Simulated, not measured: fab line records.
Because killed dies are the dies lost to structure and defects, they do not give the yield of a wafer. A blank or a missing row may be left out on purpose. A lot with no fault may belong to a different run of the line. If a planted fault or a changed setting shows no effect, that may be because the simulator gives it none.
Which tool was responsible?	flow gf180mcu	24 lots, 72 wafers sampled, at 6 steps of a route of 602

== WHAT EACH GAUGE READ, for each wafer ==
GF_M3_OVL_MEAS_15. Usual: M3_OVL -4 nm, standard deviation 5.4.
lot	measured	on	M3_OVL (nm)	flag
L074	day 21 10:11	overlay-01	2 -5 -2	
L075	day 21 15:19	overlay-01	3 -5 6	
L076	day 22 01:16	overlay-02	-6 -3 -4	
L077	day 22 21:13	overlay-02	-9 -17 -20	
L078	day 23 06:59	overlay-01	-3 -3 -3	
L079	day 23 10:35	overlay-01	-12 -9 -8	
L080	day 23 15:31	overlay-02	-2 -10 -8	
L081	day 24 03:58	overlay-02	-2 -7 -5	
L082	day 24 11:44	overlay-02	1 -1 -4	
L083	day 24 21:02	overlay-01	-9 -4 -4	
L084	day 25 03:44	overlay-01	-3 -2 -4	
L085	day 25 05:01	overlay-02	-8 1 3	
L086	day 26 00:59	overlay-02	-4 -1 3	
L087	day 26 02:42	overlay-01	-7 -8 -7	
L088	day 26 08:17	overlay-02	-8 6 -6	
L089	day 26 15:16	overlay-01	-3 -4 2	
L090	day 27 00:35	overlay-01	-2 -9 -3	
L091	day 27 04:41	overlay-01	8 -4 2	
L092	day 27 19:45	overlay-02	4 5 4	
L093	day 27 22:18	overlay-01	-1 2 1	
L094	day 28 00:52	overlay-01	-3 -1 3	
L095	day 28 08:03	overlay-02	-4 -7 2	
L096	day 28 13:07	overlay-01	-10 -6 -7	
L097	day 28 23:51	overlay-01	-3 0 4	

GF_V5_BOW_MEAS_05. Usual: V5_BOW 134 um, standard deviation 10.
lot	measured	on	V5_BOW (um)	flag
L074	day 26 21:31	film_metro-04	123 126 122	
L075	day 26 22:44	film_metro-01	126 129 132	
L076	day 27 00:59	film_metro-01	137 142 145	
L077	day 27 16:22	film_metro-02	147 132 137	
L078	day 28 01:20	film_metro-01	123 131 123	
L079	day 28 16:37	film_metro-01	124 144 132	
L080	day 28 17:26	film_metro-04	142 125 136	
L081	day 28 20:13	film_metro-01	142 143 157	
L082	day 29 03:22	film_metro-04	143 158 145	
L083	day 29 11:20	film_metro-02	126 140 133	
L084	day 29 16:10	film_metro-02	136 127 126	
L085	day 29 18:08	film_metro-04	132 126 134	
L086	day 30 11:22	film_metro-02	132 129 140	
L087	day 30 13:10	film_metro-04	137 138 137	
L088	day 30 17:41	film_metro-02	128 134 111	
L089	day 31 00:04	film_metro-04	136 125 140	
L090	day 31 07:41	film_metro-04	139 142 145	
L091	day 31 11:45	film_metro-01	127 135 132	
L092	day 32 01:10	film_metro-04	118 119 128	
L093	day 32 03:11	film_metro-02	124 137 131	
L094	day 32 05:31	film_metro-01	152 150 134	
L095	day 32 10:52	film_metro-04	143 141 132	
L096	day 32 15:12	film_metro-04	131 131 118	
L097	day 33 01:15	film_metro-04	150 154 145	

== WHICH TOOL RAN EACH LOT (tool, then ch and the chambers of the sampled wafers, then the start) ==
lot	GF_M1_METAL_ETCH_16	GF_M3_SPUTTER_00	GF_V3_ETCH_16	GF_M4_SPUTTER_03
L074	rie_metal-01 ch 0,1, day 17 04:24	pvd_sputter-04, day 20 09:46	rie_diel-02 ch 0,2,3, day 22 11:33	pvd_sputter-03, day 22 13:04
L075	rie_metal-04 ch 0,1, day 17 09:48	pvd_sputter-04, day 20 15:10	rie_diel-02 ch 0,3, day 22 16:37	pvd_sputter-01, day 22 18:08
L076	rie_metal-02 ch 0,1, day 17 18:55	pvd_sputter-02, day 21 00:49	rie_diel-04 ch 1,2,3, day 23 02:04	pvd_sputter-03, day 23 03:35
L077	rie_metal-02 ch 0,1, day 18 14:20	pvd_sputter-03, day 21 21:23	rie_diel-04 ch 0,1,3, day 23 21:01	pvd_sputter-03, day 23 22:32
L078	rie_metal-01 ch 0,1, day 19 01:51	pvd_sputter-03, day 22 08:06	rie_diel-02 ch 1,2, day 24 06:04	pvd_sputter-02, day 24 07:35
L079	rie_metal-01 ch 0, day 19 04:31	pvd_sputter-04, day 22 11:18	rie_diel-04 ch 0,2, day 25 00:10	pvd_sputter-03, day 25 01:41
L080	rie_metal-02 ch 1, day 19 09:54	pvd_sputter-04, day 22 16:22	rie_diel-02 ch 0,1, day 25 00:18	pvd_sputter-02, day 25 02:09
L081	rie_metal-01 ch 0,1, day 20 00:29	pvd_sputter-03, day 23 05:49	rie_diel-03 ch 0,1,3, day 25 04:01	pvd_sputter-01, day 25 05:34
L082	rie_metal-01 ch 1, day 20 11:01	pvd_sputter-03, day 23 15:05	rie_diel-03 ch 0,1,2, day 25 10:34	pvd_sputter-01, day 25 12:05
L083	rie_metal-04 ch 0,1, day 20 19:47	pvd_sputter-04, day 23 23:38	rie_diel-04 ch 0,3, day 25 20:24	pvd_sputter-01, day 25 21:56
L084	rie_metal-02 ch 0,1, day 21 00:24	pvd_sputter-04, day 24 05:04	rie_diel-03 ch 0,1,2, day 26 02:16	pvd_sputter-02, day 26 03:49
L085	rie_metal-01 ch 0,1, day 21 04:40	pvd_sputter-04, day 24 06:38	rie_diel-02 ch 0,3, day 26 03:33	pvd_sputter-01, day 26 05:06
L086	rie_metal-02 ch 0,1, day 21 18:35	pvd_sputter-02, day 25 03:23	rie_diel-04 ch 0,2, day 26 23:40	pvd_sputter-03, day 27 01:31
L087	rie_metal-01 ch 0,1, day 22 02:36	pvd_sputter-02, day 25 05:02	rie_diel-03 ch 1,3, day 27 00:51	pvd_sputter-03, day 27 02:27
L088	rie_metal-02 ch 0,1, day 22 12:22	pvd_sputter-04, day 25 11:21	rie_diel-04 ch 1,2, day 27 06:18	pvd_sputter-02, day 27 07:49
L089	rie_metal-04 ch 0,1, day 22 19:01	pvd_sputter-03, day 25 18:38	rie_diel-03 ch 0,3, day 27 13:07	pvd_sputter-02, day 27 14:43
L090	rie_metal-04 ch 0,1, day 23 02:33	pvd_sputter-04, day 26 03:36	rie_diel-04 ch 0,2,3, day 27 22:42	pvd_sputter-01, day 28 00:13
L091	rie_metal-01 ch 0,1, day 23 09:15	pvd_sputter-03, day 26 07:09	rie_diel-04 ch 0,1,2, day 28 01:46	pvd_sputter-02, day 28 03:19
L092	rie_metal-02 ch 0,1, day 23 16:49	pvd_sputter-04, day 26 23:41	rie_diel-02 ch 0,3, day 28 17:13	pvd_sputter-03, day 28 18:44
L093	rie_metal-04 ch 0,1, day 24 01:14	pvd_sputter-02, day 27 01:40	rie_diel-03 ch 0,1,3, day 28 18:49	pvd_sputter-01, day 28 20:20
L094	rie_metal-02 ch 0,1, day 24 06:27	pvd_sputter-02, day 27 05:11	rie_diel-03 ch 1,2,3, day 28 21:48	pvd_sputter-01, day 28 23:20
L095	rie_metal-02 ch 0,1, day 24 17:33	pvd_sputter-02, day 27 12:14	rie_diel-04 ch 0,1,2, day 29 04:55	pvd_sputter-02, day 29 06:26
L096	rie_metal-02 ch 0, day 24 20:58	pvd_sputter-03, day 27 17:10	rie_diel-03 ch 1,2,3, day 29 09:39	pvd_sputter-01, day 29 11:10
L097	rie_metal-01 ch 0,1, day 25 08:20	pvd_sputter-02, day 28 04:36	rie_diel-03 ch 2,3, day 29 20:07	pvd_sputter-01, day 29 21:45
- GF_M1_METAL_ETCH_16: etches the open film in Cl2/BCl3, stops on SiO2, target depth 627.5 nm, time 104.6 s.
- GF_M3_SPUTTER_00: material Ti, target thk 37.5 nm, time 150 s.
- GF_V3_ETCH_16: etches BARC in N2/H2.
- GF_M4_SPUTTER_03: material Ti, target thk 10 nm, time 6.7 s.

== WHAT THE TOOLS THEMSELVES READ (means of the sampled wafers that have a number; where no wafer has one, the mark that the record gives instead) ==
GF_M1_METAL_ETCH_16. Usual: drypump_motor_current_A 5.6 A, standard deviation 0.35; oes_product_au 0.973 a.u., standard deviation 0.0068; throttle_valve_pct 28.249 %, standard deviation 0.011.
lot	tool	drypump_motor_current_A (A)	oes_product_au (a.u.)	throttle_valve_pct (%)	flag
L074	rie_metal-01	5.9	0.973	28.254	
L075	rie_metal-04	5.1	0.973	28.254	
L076	rie_metal-02	5.7	0.970	28.243	
L077	rie_metal-02	5.8	0.978	28.247	
L078	rie_metal-01	6.0	0.986	28.239	
L079	rie_metal-01	6.0	0.975	28.247	
L080	rie_metal-02	5.6	0.982	28.236	
L081	rie_metal-01	5.8	0.970	28.258	
L082	rie_metal-01	5.7	0.973	28.250	
L083	rie_metal-04	5.1	0.961	28.271	
L084	rie_metal-02	5.7	0.970	28.254	
L085	rie_metal-01	5.8	0.965	28.245	
L086	rie_metal-02	5.7	0.969	28.255	
L087	rie_metal-01	5.9	0.971	28.263	
L088	rie_metal-02	5.8	0.966	28.257	
L089	rie_metal-04	5.0	0.971	28.241	
L090	rie_metal-04	5.1	0.970	28.246	
L091	rie_metal-01	5.8	0.976	28.249	
L092	rie_metal-02	5.7	0.983	28.247	
L093	rie_metal-04	5.1	0.980	28.241	
L094	rie_metal-02	5.8	0.973	28.242	
L095	rie_metal-02	5.8	0.976	28.250	
L096	rie_metal-02	5.9	0.963	28.265	
L097	rie_metal-01	5.9	0.979	28.242	

GF_M3_SPUTTER_00. Usual: throttle_valve_pct at 30.7 %, with a standard deviation of 0.84.
lot	tool	throttle_valve_pct (%)	flag
L074	pvd_sputter-04	30.6	
L075	pvd_sputter-04	31.6	
L076	pvd_sputter-02	30.9	
L077	pvd_sputter-03	31.1	
L078	pvd_sputter-03	31.2	
L079	pvd_sputter-04	31.0	
L080	pvd_sputter-04	30.8	
L081	pvd_sputter-03	30.7	
L082	pvd_sputter-03	30.0	
L083	pvd_sputter-04	30.4	
L084	pvd_sputter-04	31.1	
L085	pvd_sputter-04	31.0	
L086	pvd_sputter-02	30.5	
L087	pvd_sputter-02	30.8	
L088	pvd_sputter-04	30.5	
L089	pvd_sputter-03	30.2	
L090	pvd_sputter-04	30.4	
L091	pvd_sputter-03	30.7	
L092	pvd_sputter-04	30.3	
L093	pvd_sputter-02	30.3	
L094	pvd_sputter-02	30.9	
L095	pvd_sputter-02	30.2	
L096	pvd_sputter-03	30.1	
L097	pvd_sputter-02	30.9	

GF_V3_ETCH_16. Usual: drypump_motor_current_A 5.7 A, standard deviation 0.51; oes_product_au 0.855 a.u., standard deviation 0.0045; throttle_valve_pct 13.225 %, standard deviation 0.0092.
lot	tool	drypump_motor_current_A (A)	oes_product_au (a.u.)	throttle_valve_pct (%)	flag
L074	rie_diel-02	5.4	0.850	13.216	
L075	rie_diel-02	5.3	0.855	13.228	
L076	rie_diel-04	5.6	0.855	13.224	
L077	rie_diel-04	6.0	0.855	13.216	
L078	rie_diel-02	5.8	0.854	13.226	
L079	rie_diel-04	5.8	0.861	13.217	
L080	rie_diel-02	5.7	0.856	13.224	
L081	rie_diel-03	5.4	0.850	13.225	
L082	rie_diel-03	5.9	0.852	13.223	
L083	rie_diel-04	6.2	0.857	13.234	
L084	rie_diel-03	5.8	0.856	13.222	
L085	rie_diel-02	5.5	0.854	13.228	
L086	rie_diel-04	6.2	0.855	13.215	
L087	rie_diel-03	5.7	0.854	13.225	
L088	rie_diel-04	5.4	0.853	13.223	
L089	rie_diel-03	5.1	0.855	13.226	
L090	rie_diel-04	6.0	0.853	13.228	
L091	rie_diel-04	5.9	0.856	13.223	
L092	rie_diel-02	5.5	0.856	13.225	
L093	rie_diel-03	5.4	0.859	13.221	
L094	rie_diel-03	5.9	0.856	13.229	
L095	rie_diel-04	5.9	0.856	13.219	
L096	rie_diel-03	5.8	0.857	13.229	
L097	rie_diel-03	5.9	0.855	13.227	

GF_M4_SPUTTER_03. Usual: throttle_valve_pct at 30.4 %, with a standard deviation of 0.88.
lot	tool	throttle_valve_pct (%)	flag
L074	pvd_sputter-03	30.1	
L075	pvd_sputter-01	29.5	
L076	pvd_sputter-03	30.7	
L077	pvd_sputter-03	30.9	
L078	pvd_sputter-02	30.9	
L079	pvd_sputter-03	30.2	
L080	pvd_sputter-02	31.1	
L081	pvd_sputter-01	29.6	
L082	pvd_sputter-01	31.0	
L083	pvd_sputter-01	30.1	
L084	pvd_sputter-02	30.0	
L085	pvd_sputter-01	29.5	
L086	pvd_sputter-03	31.0	
L087	pvd_sputter-03	30.3	
L088	pvd_sputter-02	30.5	
L089	pvd_sputter-02	30.2	
L090	pvd_sputter-01	29.3	
L091	pvd_sputter-02	30.9	
L092	pvd_sputter-03	30.9	
L093	pvd_sputter-01	29.3	
L094	pvd_sputter-01	29.9	
L095	pvd_sputter-02	30.6	
L096	pvd_sputter-01	29.8	
L097	pvd_sputter-01	29.7	

== THE ANSWER, worked out from the rows above alone ==
Rule: a lot counts as off when the mean over its wafers that have a number is more than 3 standard deviations away from the usual mean. A lot without any number at a reading at which 4 lots or more have one is off too. All remaining lots with rows at the step are treated as sound. After the gauges, taken in route order, come the tools' own readings; for these a lot's mean is taken, as printed above. The first step at which some lot is off is used, and at that step the reading that is off furthest; a lot without a number counts as furthest.
None of the lots is off at any reading shown; this tells nothing.

== WHAT WAS PUT IN BY THE SIMULATOR ==
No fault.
